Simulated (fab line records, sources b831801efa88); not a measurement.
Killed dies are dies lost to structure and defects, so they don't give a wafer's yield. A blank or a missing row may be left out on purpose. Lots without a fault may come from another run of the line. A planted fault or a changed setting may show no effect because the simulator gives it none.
A struck lot beside a sound one | flow sky130 | 35 steps out of a route of 708
Sound: wafers L679.1, L679.3, L679.6. Struck: wafers L666.1, L666.3, L666.5. The cause comes at the end.
At each step with rows: each side's tool, then ch and its chambers, then its first start. Under that, the readings that differ: sound wafers | struck wafers | difference of the means | sigmas: that difference in standard deviations of wafers without a fault.
alike: readings whose means differ by less than 2 such deviations, and words and numbers that are the same on both sides. not compared: withheld readings, readings that some wafer has no value for, bounds like >300 that may hide the same value, and numbers for which the record gives no deviation and whose values overlap.
The two part at a step that has a row with sigmas, a row that says differs or no value, or rows on one side only. Numbers that don't overlap but have no deviation are shown without sigmas and don't part them. A reading that every wafer of one side lacks parts them only if that side has two wafers or more.

first, 6 steps without rows for these wafers: SKY_PWDE_HMDS_01 (prime time 60 s); SKY_PWDE_COAT_02 (resist thk 3000 nm); SKY_PWDE_SOFTBAKE_03; SKY_PWDE_EXPOSE_04 (exposes mask PWDEM, target cd 840 nm); SKY_PWDE_PEB_05; SKY_PWDE_DEVELOP_06 (develop time 60 s).
SKY_PWDE_OVL_MEAS_07:
  sound on overlay-01, day 8 07:55; struck on overlay-01, day 5 08:25
  alike: PWDE_OVL
then, 1 step without rows for these wafers: SKY_PWDE_IMPLANT_08.
SKY_PWDE_STRIP_09: strips in O2/N2.
  sound on plasma_asher-04 ch 0,1, day 8 08:05; struck on plasma_asher-01 ch 0,1, day 5 08:36
  alike: drypump_motor_current_A, oes_product_au, strip_time_to_endpoint_s
  not compared: rf_hours_counter_h
SKY_PWDE_TW_MEAS_10:
  sound on film_metro-04, day 8 08:11; struck on film_metro-03, day 5 08:42
  alike: PWDE_TW
then, 2 steps without rows for these wafers: SKY_NWELL_DEHYDRATE_03 (time 60 s); SKY_NWELL_HMDS_04 (prime time 60 s).
SKY_NWELL_COAT_05: resist thk 3000 nm.
  sound on litho_track-02 ch 0, day 8 18:31; struck on litho_track-01 ch 0, day 5 16:49
  reading                                 | sound          | struck            | difference | sigmas
  model.coat_of_NWELL_COAT_05.thk_nm (nm) | 2974 2972 2989 | 756.6 756.1 754.4 | -2222.6    |
then, 3 steps without rows for these wafers: SKY_NWELL_SOFTBAKE_06; SKY_NWELL_EXPOSE_07 (exposes mask NWM, target cd 840 nm); SKY_NWELL_PEB_08.
SKY_NWELL_DEVELOP_09: develop time 60 s.
  sound on litho_track-01 ch 0; struck on litho_track-02 ch 0
  reading                                 | sound          | struck            | difference | sigmas
  model.coat_of_NWELL_COAT_05.thk_nm (nm) | 2969 2968 2985 | 752.3 751.9 750.2 | -2222.5    |
SKY_NWELL_OVL_MEAS_10:
  sound on overlay-01, day 9 05:01; struck on overlay-01, day 6 03:58
  alike: NWELL_00_OVL
then, 3 steps without rows for these wafers: SKY_NWELL_IMPLANT_11; SKY_NWELL_IMPLANT_12; SKY_NWELL_IMPLANT_13.
SKY_NWELL_STRIP_14: strips in O2/N2.
  sound on plasma_asher-02 ch 0,1, day 9 05:29; struck on plasma_asher-01 ch 0,1, day 6 04:27
  reading                      | sound             | struck            | difference | sigmas
  oes_product_au (a.u.)        | 0.726 0.716 0.714 | 0.669 0.667 0.669 | -0.050     | -11
  strip_time_to_endpoint_s (s) | 36.61 36.58 36.78 | 10.39 10.36 10.34 | -26.29     | -99 or more
  alike: drypump_motor_current_A
  not compared: rf_hours_counter_h
SKY_NWELL_TW_MEAS_15:
  sound on film_metro-04, day 9 05:35; struck on film_metro-04, day 6 04:33
  alike: NWELL_TW
then, 7 steps without rows for these wafers: SKY_NWELL_DEHYDRATE_16 (time 60 s); SKY_NWELL_HMDS_17 (prime time 60 s); SKY_NWELL_COAT_18 (resist thk 3000 nm); SKY_NWELL_SOFTBAKE_19; SKY_NWELL_EXPOSE_20 (exposes mask NWM COMPLEMENT, target cd 840 nm); SKY_NWELL_PEB_21; SKY_NWELL_DEVELOP_22 (develop time 60 s).
SKY_NWELL_OVL_MEAS_23:
  sound on overlay-02, day 10 04:16; struck on overlay-02, day 6 23:46
  alike: NWELL_01_OVL
then, 1 step without rows for these wafers: SKY_NWELL_IMPLANT_24.
SKY_NWELL_STRIP_25: strips in O2/N2.
  sound on plasma_asher-02 ch 0,1, day 10 04:26; struck on plasma_asher-04 ch 0, day 6 23:56
  alike: drypump_motor_current_A, oes_product_au, strip_time_to_endpoint_s
  not compared: rf_hours_counter_h
SKY_NWELL_TW_MEAS_26:
  sound on film_metro-04, day 10 04:32; struck on film_metro-03, day 7 00:16
  reading    | sound       | struck         | difference | sigmas
  NWELL_2_TW | 499 498 499 | 1105 1116 1127 | +617       | +99 or more
  not compared: hold
SKY_PAD_OPEN_PROBE_99:
  the record has rows for the sound wafers here (prober-02, day 50 10:11) and none for the struck ones

WHERE THEY PART
First at SKY_NWELL_STRIP_14; last, within this record, at SKY_PAD_OPEN_PROBE_99.

WHY: what the simulator had put in
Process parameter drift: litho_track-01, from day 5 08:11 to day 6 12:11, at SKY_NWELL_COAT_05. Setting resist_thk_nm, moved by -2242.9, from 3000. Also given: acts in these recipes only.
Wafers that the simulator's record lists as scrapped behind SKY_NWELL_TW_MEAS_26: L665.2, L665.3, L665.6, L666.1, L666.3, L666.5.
